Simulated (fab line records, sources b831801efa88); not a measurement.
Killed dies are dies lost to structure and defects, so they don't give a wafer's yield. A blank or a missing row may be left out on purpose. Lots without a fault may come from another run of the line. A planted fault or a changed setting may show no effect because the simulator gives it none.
A struck lot beside a sound one | flow sfq_line | 42 steps out of a route of 325
Sound: wafers L105.1, L105.2, L105.4. Struck: wafers L998.2, L998.4, L998.5. The cause comes at the end.
At each step with rows: each side's tool, then ch and its chambers, then its first start. Under that, the readings that differ: sound wafers | struck wafers | difference of the means | sigmas: that difference in standard deviations of wafers without a fault.
alike: readings whose means differ by less than 2 such deviations, and words and numbers that are the same on both sides. not compared: withheld readings, readings that some wafer has no value for, bounds like >300 that may hide the same value, and numbers for which the record gives no deviation and whose values overlap.
The two part at a step that has a row with sigmas, a row that says differs or no value, or rows on one side only. Numbers that don't overlap but have no deviation are shown without sigmas and don't part them. A reading that every wafer of one side lacks parts them only if that side has two wafers or more.

first, 6 steps without rows for these wafers: SFQ_TRILAYER_M1_LITHO_COAT_044 (resist thk 62 nm); SFQ_TRILAYER_M1_LITHO_COAT_039 (resist thk 600 nm); SFQ_TRILAYER_M1_LITHO_SOFTBAKE_043; SFQ_TRILAYER_M1_LITHO_EXPOSE_040 (exposes mask M1, target cd 500 nm); SFQ_TRILAYER_M1_LITHO_PEB_042 (peb time 60 s); SFQ_TRILAYER_M1_LITHO_DEVELOP_041 (time 60 s).
SFQ_M1_OVL_MEAS_911:
  sound on overlay-02, day 24 14:46; struck on overlay-01, day 18 23:46
  alike: M1_OVL
SFQ_TRILAYER_M1_BARC_OPEN_METAL_ETCH_054: etches BARC in O2, target depth 125 nm, time 41.7 s.
  sound on rie_metal-04 ch 0, day 24 14:49; struck on rie_metal-04 ch 0,1, day 18 23:48
  alike: drypump_motor_current_A, oes_product_au
  not compared: rf_hours_counter_h
SFQ_TRILAYER_M1_ETCH_METAL_ETCH_042: etches Nb in Cl2/Ar, stops on SiO2, target depth 240 nm, time 120 s.
  sound on rie_metal-04 ch 0, day 24 14:55; struck on rie_metal-04 ch 0,1, day 18 23:52
  alike: drypump_motor_current_A, oes_product_au
  not compared: rf_hours_counter_h
then, 3 steps without rows for these wafers: SFQ_TRILAYER_M1_STRIP_STRIP_043 (strips in O2); SFQ_TRILAYER_M1_STRIP_SOLV_CLEAN_044 (cleans in NMP, time 600 s); SFQ_TRILAYER_I1_DEP_PECVD_045 (deposits SiO2 from SiH4/N2O, time 111.11 s, target thk 500 nm).
SFQ_TRILAYER_I1_CMP_CMP_046: polishes SiO2.
  sound on cmp-01 ch 0,1,3, day 24 16:58; struck on cmp-01 ch 0,1,3, day 19 03:53
  reading                                             | sound           | struck          | difference | sigmas
  time_to_endpoint_s (s)                              | 223 219 231     | 275 282 286     | +57        | +9
  model.SiO2_of_TRILAYER_I1_DEP_PECVD_045.thk_nm (nm) | 200 200.8 199.9 | 304.1 307 307.8 | +106.1     |
  alike: motor_current_A
SFQ_I1_BOW_MEAS_912:
  sound on film_metro-03, day 24 20:12; struck on film_metro-01, day 19 06:24
  reading     | sound    | struck  | difference | sigmas
  I1_BOW (um) | 13 10 25 | -8 -3 7 | -17        | -2
SFQ_TRILAYER_I1_METRO_MEASURE_047:
  sound on film_metro-03, day 24 20:19; struck on film_metro-01, day 19 06:42
  reading     | sound             | struck            | difference | sigmas
  thk_nm (nm) | 200.0 200.7 200.0 | 304.1 306.7 308.1 | +106.1     | +99 or more
then, 6 steps without rows for these wafers: SFQ_TRILAYER_I1_VIA_LITHO_COAT_054 (resist thk 62 nm); SFQ_TRILAYER_I1_VIA_LITHO_COAT_049 (resist thk 650 nm); SFQ_TRILAYER_I1_VIA_LITHO_SOFTBAKE_053; SFQ_TRILAYER_I1_VIA_LITHO_EXPOSE_050 (exposes mask I1, target cd 500 nm); SFQ_TRILAYER_I1_VIA_LITHO_PEB_052 (peb time 60 s); SFQ_TRILAYER_I1_VIA_LITHO_DEVELOP_051 (time 60 s).
-- the record jumps here: 7 days lie between the struck wafers' starts before and after --
SFQ_I1_OVL_MEAS_913:
  sound on overlay-01, day 31 09:37; struck on overlay-02, day 26 00:23
  alike: I1_OVL
SFQ_TRILAYER_I1_VIA_BARC_OPEN_VIA_ETCH_071: etches BARC in O2, target depth 125 nm, time 41.7 s.
  sound on rie_diel-01 ch 0,1,2, day 31 09:38; struck on rie_diel-03 ch 0,1,2, day 26 00:25
  alike: drypump_motor_current_A, oes_product_au
  not compared: rf_hours_counter_h
SFQ_TRILAYER_I1_VIA_ETCH_VIA_ETCH_052: etches SiO2 in CHF3, stops on Nb, target depth 260 nm.
  sound on rie_diel-01 ch 0,1,2, day 31 09:41; struck on rie_diel-03 ch 0,1,2, day 26 00:26
  reading                        | sound             | struck            | difference | sigmas
  oes_product_au (a.u.)          | 0.857 0.859 0.855 | 0.997 0.989 1.005 | +0.140     | +30
  model.etch.depth_nm (nm)       | 200 200.8 199.9   | 258.9 254.5 261.5 | +58.1      |
  model.I1.feature_depth_nm (nm) | 200 200.8 199.9   | 258.9 254.5 261.5 | +58.1      |
  alike: drypump_motor_current_A
SFQ_TRILAYER_I1_VIA_STRIP_STRIP_053: strips in O2.
  sound on rie_metal-04 ch 0,1, day 31 09:48; struck on rie_metal-04 ch 0,1, day 26 00:34
  alike: drypump_motor_current_A, oes_product_au
  not compared: rf_hours_counter_h
then, 1 step without rows for these wafers: SFQ_TRILAYER_I1_VIA_STRIP_SOLV_CLEAN_054 (cleans in NMP, time 600 s).
SFQ_TRILAYER_M2_DEP_PRE_CLEAN_056: time 22.5 s.
  sound on pvd_sputter-05, day 31 10:34; struck on pvd_sputter-03, day 26 01:20
  reading                                             | sound             | struck            | difference | sigmas
  model.SiO2_of_TRILAYER_I1_DEP_PECVD_045.thk_nm (nm) | 192.5 193.3 192.4 | 296.6 299.5 300.3 | +106.1     |
then, 1 step without rows for these wafers: SFQ_TRILAYER_M2_DEP_SPUTTER_055 (material Nb, target thk 200 nm, time 133.3 s).
SFQ_M2_RS_MEAS_914: measures by four-point-probe.
  sound on film_metro-02, day 31 10:41; struck on film_metro-04, day 26 01:28
  alike: M2_NB_RS
then, 6 steps without rows for these wafers: SFQ_TRILAYER_M2_LITHO_COAT_062 (resist thk 62 nm); SFQ_TRILAYER_M2_LITHO_COAT_057 (resist thk 600 nm); SFQ_TRILAYER_M2_LITHO_SOFTBAKE_061; SFQ_TRILAYER_M2_LITHO_EXPOSE_058 (exposes mask M2, target cd 500 nm); SFQ_TRILAYER_M2_LITHO_PEB_060 (peb time 60 s); SFQ_TRILAYER_M2_LITHO_DEVELOP_059 (time 60 s).
SFQ_M2_OVL_MEAS_916:
  sound on overlay-02, day 37 13:53; struck on overlay-02, day 26 03:53
  alike: M2_OVL
then, 1 step without rows for these wafers: SFQ_TRILAYER_M2_BARC_OPEN_METAL_ETCH_077 (etches BARC in O2, target depth 125 nm, time 41.7 s).
SFQ_TRILAYER_M2_ETCH_METAL_ETCH_060: etches Nb in Cl2/Ar, stops on SiO2, target depth 240 nm, time 120 s.
  sound on rie_metal-04 ch 0,1, day 37 13:58; struck on rie_metal-03 ch 0,1, day 26 03:59
  alike: drypump_motor_current_A, oes_product_au
  not compared: rf_hours_counter_h
then, 3 steps without rows for these wafers: SFQ_TRILAYER_M2_STRIP_STRIP_061 (strips in O2); SFQ_TRILAYER_M2_STRIP_SOLV_CLEAN_062 (cleans in NMP, time 600 s); SFQ_TRILAYER_I2_DEP_PECVD_063 (deposits SiO2 from SiH4/N2O, time 111.11 s, target thk 500 nm).
-- the record jumps here: 53 days lie between the struck wafers' starts before and after --
SFQ_M8_BOW_MEAS_951:
  sound on film_metro-02, day 81 13:53; struck on film_metro-02, day 79 04:01
  reading                 | sound            | struck            | difference | sigmas
  model.etest.i1.link_ohm | 1.966 1.962 1.97 | 1e+06 1e+06 1e+06 | +1e+06     |
  alike: M8_BOW

WHERE THEY PART
First at SFQ_TRILAYER_I1_CMP_CMP_046; last, within this record, at SFQ_TRILAYER_I1_VIA_ETCH_VIA_ETCH_052. Later steps at which nothing parts them and some readings are alike: SFQ_TRILAYER_I1_VIA_STRIP_STRIP_053, SFQ_M2_RS_MEAS_914, SFQ_M2_OVL_MEAS_916, SFQ_TRILAYER_M2_ETCH_METAL_ETCH_060, SFQ_M8_BOW_MEAS_951.

WHY: what the simulator had put in
Process parameter drift: cmp-01, from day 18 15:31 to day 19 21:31, at SFQ_TRILAYER_I1_CMP_CMP_046. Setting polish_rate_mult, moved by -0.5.
